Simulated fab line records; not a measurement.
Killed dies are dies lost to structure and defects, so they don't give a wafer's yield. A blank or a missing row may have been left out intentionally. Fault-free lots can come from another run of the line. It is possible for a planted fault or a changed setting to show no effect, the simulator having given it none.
The tool behind it: which one?	flow sfqLine	at 1 step of a route of 325, 14 lots with 42 wafers sampled

## WHAT THE GAUGES SHOWED, per wafer
The record holds no reading of a measuring or inspecting step that can be judged against a usual standard deviation.

## WHAT TOOL EACH LOT RAN ON (gives the tool, then ch and the chambers of the sampled wafers, and finally the start)
lot	SFQ_TRILAYER_I6_VIA_BARC_OPEN_VIA_ETCH_235
L495	rieDiel-01 ch 0,2,3, day 75 23:45
L496	rieDiel-01 ch 0,3, day 76 04:33
L498	rieDiel-04 ch 0,1,2, day 77 02:09
L499	rieDiel-02 ch 1,2,3, day 77 06:57
L500	rieDiel-04 ch 1,2, day 77 12:57
L501	rieDiel-01 ch 0,1,3, day 77 18:57
L502	rieDiel-02 ch 0,1, day 78 20:26
L505	rieDiel-01 ch 2,3, day 79 14:26
L507	rieDiel-02 ch 1,2,3, day 80 03:38
L509	rieDiel-02 ch 1,2, day 81 00:10
L514	rieDiel-04 ch 1,2, day 82 22:34
L515	rieDiel-01 ch 1,2, day 83 00:58
L516	rieDiel-02 ch 0,2,3, day 83 17:46
L517	rieDiel-04 ch 0,2, day 84 00:58
- SFQ_TRILAYER_I6_VIA_BARC_OPEN_VIA_ETCH_235: etches BARC in O2, target depth 125 nm, time 41.7 s.

## WHAT THE TOOLS THEMSELVES READ (means of the sampled wafers that have a number; where no wafer has one, the mark that the record gives instead)
SFQ_TRILAYER_I6_VIA_BARC_OPEN_VIA_ETCH_235. Usual: biasW 79.98 W, standard deviation 0.24; drypumpMotorCurrentA 5.6 A, standard deviation 0.44; oesProductAu 0.685 a.u., standard deviation 0.0046.
lot	tool	biasW (W)	drypumpMotorCurrentA (A)	oesProductAu (a.u.)	flag
L495	rieDiel-01	80.09	5.8	0.685	
L496	rieDiel-01	79.75	5.7	0.685	
L498	rieDiel-04	79.81	5.3	0.687	
L499	rieDiel-02	79.95	5.8	0.684	
L500	rieDiel-04	79.85	5.3	0.686	
L501	rieDiel-01	79.84	5.7	0.686	
L502	rieDiel-02	80.04	5.7	0.683	
L505	rieDiel-01	79.78	6.1	0.685	
L507	rieDiel-02	78.87	5.8	0.687	OFF
L509	rieDiel-02	77.87	6.1	0.679	OFF
L514	rieDiel-04	79.88	5.3	0.683	
L515	rieDiel-01	79.98	6.0	0.684	
L516	rieDiel-02	80.01	5.5	0.685	
L517	rieDiel-04	80.09	5.0	0.688	

## THE ANSWER, worked out from the rows above alone
Rule: take the mean of a lot's wafers that have a number; if it is more than 3 standard deviations from the usual mean, the lot is off. Also off: a lot with no number at a reading for which 4 or more lots have one. Where the step has rows for the other lots, those lots are counted as sound. Order of review: gauges by route order, followed by the tools' own readings, for which a lot's mean as printed above is used. The first step at which some lot is off is used, and at that step the reading that is off furthest; a lot without a number counts as furthest.
Off: L507, L509, at SFQ_TRILAYER_I6_VIA_BARC_OPEN_VIA_ETCH_235 (biasW).
A tool fits if, at that step or a process step before it, it ran every lot that is off, and no sound lot after the first of them. No candidate that was tried fits.

## WHAT THE SIMULATOR PUT IN
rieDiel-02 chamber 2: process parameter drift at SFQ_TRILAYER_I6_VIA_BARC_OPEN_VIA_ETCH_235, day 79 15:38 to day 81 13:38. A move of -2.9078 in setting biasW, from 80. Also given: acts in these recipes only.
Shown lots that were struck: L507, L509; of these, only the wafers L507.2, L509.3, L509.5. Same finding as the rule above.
